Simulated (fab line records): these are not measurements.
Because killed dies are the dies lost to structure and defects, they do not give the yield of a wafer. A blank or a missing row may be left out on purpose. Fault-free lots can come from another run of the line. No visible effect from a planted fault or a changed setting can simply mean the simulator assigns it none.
Which of the tools did it? | flow gf180mcu | 13 lots, 39 wafers sampled, at 4 steps of a route of 602

WHAT EACH GAUGE READ, for each wafer
GF_CONTACT_THK_MEAS_26: measures by xrf.
lot  | measured     | on            | CONTACT_W_THK (nm)
L303 | day 16 16:01 | film_metro-04 | 309 310 307
L304 | day 17 02:35 | film_metro-03 | 309 308 309
L306 | day 17 21:09 | film_metro-04 | 302 301 301
L312 | day 20 01:02 | film_metro-01 | 301 299 299
L313 | day 20 08:21 | film_metro-04 | 315 309 316
L317 | day 21 16:03 | film_metro-03 | 312 308 303
L318 | day 22 00:31 | film_metro-01 | 296 294 300
L319 | day 22 14:17 | film_metro-03 | 303 307 303
L320 | day 22 20:07 | film_metro-01 | 297 296 296
L321 | day 23 00:56 | film_metro-04 | 303 304 303
L322 | day 23 05:55 | film_metro-04 | 308 313 315
L323 | day 23 22:43 | film_metro-03 | 311 307 307
L324 | day 24 00:46 | film_metro-04 | 306 309 307

GF_M1_THK_MEAS_06: measures by xrf.
lot  | measured     | on            | M1_ALCU_THK (nm)
L303 | day 16 16:43 | film_metro-04 | 459 452 448
L304 | day 17 03:17 | film_metro-02 | 458 460 454
L306 | day 17 21:51 | film_metro-02 | 459 455 453
L312 | day 20 01:44 | film_metro-02 | 454 453 454
L313 | day 20 09:03 | film_metro-04 | 460 459 453
L317 | day 21 16:45 | film_metro-02 | 457 456 459
L318 | day 22 01:13 | film_metro-01 | 451 456 452
L319 | day 22 14:59 | film_metro-02 | 456 458 455
L320 | day 22 20:49 | film_metro-02 | 461 458 455
L321 | day 23 01:40 | film_metro-02 | 452 455 449
L322 | day 23 06:37 | film_metro-04 | 456 466 461
L323 | day 23 23:37 | film_metro-02 | 454 455 452
L324 | day 24 01:41 | film_metro-04 | 458 466 456

WHAT TOOL EACH LOT RAN ON (gives the tool, then ch and the chambers of the sampled wafers, and finally the start)
lot  | GF_M1_SPUTTER_00             | GF_M1_SPUTTER_04
L303 | pvd_sputter-03, day 16 16:22 | pvd_sputter-03, day 16 16:33
L304 | pvd_sputter-01, day 17 02:57 | pvd_sputter-01, day 17 03:08
L306 | pvd_sputter-01, day 17 21:30 | pvd_sputter-01, day 17 21:41
L312 | pvd_sputter-04, day 20 01:23 | pvd_sputter-04, day 20 01:34
L313 | pvd_sputter-04, day 20 08:43 | pvd_sputter-04, day 20 08:53
L317 | pvd_sputter-01, day 21 16:25 | pvd_sputter-01, day 21 16:35
L318 | pvd_sputter-01, day 22 00:52 | pvd_sputter-01, day 22 01:02
L319 | pvd_sputter-01, day 22 14:39 | pvd_sputter-01, day 22 14:50
L320 | pvd_sputter-01, day 22 20:29 | pvd_sputter-01, day 22 20:40
L321 | pvd_sputter-03, day 23 01:17 | pvd_sputter-03, day 23 01:29
L322 | pvd_sputter-04, day 23 06:17 | pvd_sputter-04, day 23 06:28
L323 | pvd_sputter-01, day 23 23:15 | pvd_sputter-01, day 23 23:26
L324 | pvd_sputter-04, day 24 01:19 | pvd_sputter-04, day 24 01:31
- GF_M1_SPUTTER_00: material Ti, target thk 37.5 nm, time 150 s.
- GF_M1_SPUTTER_04: material TiN, target thk 50 nm, time 41.7 s.

AS READ BY THE TOOLS THEMSELVES (means over the sampled wafers that have a number; for cases with no such wafer, the mark the record gives instead)
GF_M1_SPUTTER_00.
lot  | tool           | cathode_dc_power_W (W) | chamber_pressure_pa (Pa) | throttle_valve_pct (%)
L303 | pvd_sputter-03 | 4000.0                 | 1.998                    | 30.1
L304 | pvd_sputter-01 | 3999.8                 | 1.998                    | 31.5
L306 | pvd_sputter-01 | 4000.6                 | 2.002                    | 30.6
L312 | pvd_sputter-04 | 4303.6                 | 2.003                    | 30.8
L313 | pvd_sputter-04 | 4302.7                 | 1.998                    | 31.6
L317 | pvd_sputter-01 | 3999.9                 | 2.000                    | 31.6
L318 | pvd_sputter-01 | 3999.7                 | 1.999                    | 31.6
L319 | pvd_sputter-01 | 4000.0                 | 1.999                    | 31.5
L320 | pvd_sputter-01 | 4000.2                 | 2.002                    | 31.5
L321 | pvd_sputter-03 | 4000.2                 | 1.997                    | 30.6
L322 | pvd_sputter-04 | 3999.4                 | 2.003                    | 31.4
L323 | pvd_sputter-01 | 3999.7                 | 2.001                    | 30.6
L324 | pvd_sputter-04 | 3999.4                 | 2.001                    | 31.4

GF_M1_SPUTTER_04.
lot  | tool           | cathode_dc_power_W (W) | chamber_pressure_pa (Pa) | throttle_valve_pct (%)
L303 | pvd_sputter-03 | 6499.5                 | 0.4010                   | 30.2
L304 | pvd_sputter-01 | 6499.6                 | 0.4004                   | 31.6
L306 | pvd_sputter-01 | 6500.4                 | 0.4008                   | 30.7
L312 | pvd_sputter-04 | 6498.9                 | 0.3996                   | 30.9
L313 | pvd_sputter-04 | 6499.1                 | 0.3998                   | 31.6
L317 | pvd_sputter-01 | 6500.1                 | 0.4002                   | 31.6
L318 | pvd_sputter-01 | 6499.6                 | 0.3997                   | 31.5
L319 | pvd_sputter-01 | 6501.5                 | 0.3997                   | 31.4
L320 | pvd_sputter-01 | 6499.8                 | 0.4006                   | 31.6
L321 | pvd_sputter-03 | 6500.2                 | 0.3999                   | 30.3
L322 | pvd_sputter-04 | 6500.0                 | 0.4007                   | 31.4
L323 | pvd_sputter-01 | 6499.7                 | 0.3998                   | 30.7
L324 | pvd_sputter-04 | 6499.6                 | 0.3999                   | 31.3

THE ANSWER, worked out from the rows above alone
Rule: usual is defined by the lots themselves. Put in order of their means at a reading, lots are off if they are a third of the lots or fewer, leave a main group of 4 or more, and stand apart from it by a gap of 3 or more times the standard deviation of the main group's means; of several such gaps the widest counts. A main group whose means are all the same, to the digits that the tables above print for the reading, isn't used. A lot without any number at a reading at which 4 lots or more have one is off too. The other lots that the step has rows for count as sound. The gauges are gone through in route order, then the tools' own readings, and for those a lot's mean is taken as printed above. At the first step where some lot is off, the reading lying furthest off is the one used; lots without a number count as furthest.
Off at GF_M1_SPUTTER_00 (cathode_dc_power_W): L312, L313. Main group: mean 3999.9 W, sd 0.34.
A tool fits if, at that step or a process step before it, it ran every lot that is off, and no sound lot after the first of them. None of those tried fits.

WHAT THE SIMULATOR HAD INSERTED
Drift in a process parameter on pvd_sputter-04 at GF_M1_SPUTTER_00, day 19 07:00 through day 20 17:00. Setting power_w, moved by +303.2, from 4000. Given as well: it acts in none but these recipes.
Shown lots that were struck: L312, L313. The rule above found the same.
